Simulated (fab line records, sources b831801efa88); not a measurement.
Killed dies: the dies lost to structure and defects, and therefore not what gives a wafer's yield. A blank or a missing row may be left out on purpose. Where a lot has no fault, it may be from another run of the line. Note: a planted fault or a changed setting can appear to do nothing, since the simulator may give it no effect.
Chamber matching + flow gf180mcu + 3 sister chambers for GF_V2_CVD_02 on pecvd-01
The step deposits SiO2 from TEOS, target thk 850 nm, time 94.851 s. 3 wafers are shown with their chamber, then 7 later ones without.

EACH WAFER AND ITS CHAMBER
| wafer  | chamber | heater-power-w (W) |
|--------|---------|--------------------|
| L335.2 | 0       | 736                |
| L338.1 | 2       | 632                |
| L338.2 | 1       | 558                |

WAFERS WITH NO CHAMBER GIVEN
| wafer  | heater-power-w (W) |
|--------|--------------------|
| L338.6 | 683                |
| L342.3 | 672                |
| L342.5 | 725                |
| L342.6 | 615                |
| L343.1 | 589                |
| L343.2 | 657                |
| L343.5 | 507                |

WHICH CHAMBER EACH ONE RAN IN
| wafer  | from the rows above     | in truth |
|--------|-------------------------|----------|
| L338.6 | can't be placed: 2 or 0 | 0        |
| L342.3 | can't be placed: 2 or 0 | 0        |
| L342.5 | 0                       | 0        |
| L342.6 | can't be placed: 2 or 1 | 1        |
| L343.1 | can't be placed: 1 or 2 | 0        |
| L343.2 | can't be placed: 2 or 0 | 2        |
| L343.5 | 1                       | 1        |
Correct placement for 2 of the 7. From these rows, 5 cannot be placed; in 4 the true chamber is one of the candidates. Placed wrongly: 0.
How it was worked out, from the rows above alone: a wafer's distance from a chamber is the root of the sum, over the readings, of the square of ((its reading less the chamber's mean) divided by the reading's scatter). If the next closest chamber is less than 2 further off than the closest, the wafer can't be placed; otherwise it belongs to the closest. For every chamber, the mean is computed from those of its wafers that are shown. The scatter (one wafer shown for each chamber): square how far every hidden wafer sits from the nearest shown wafer, average those squares and take the square root.
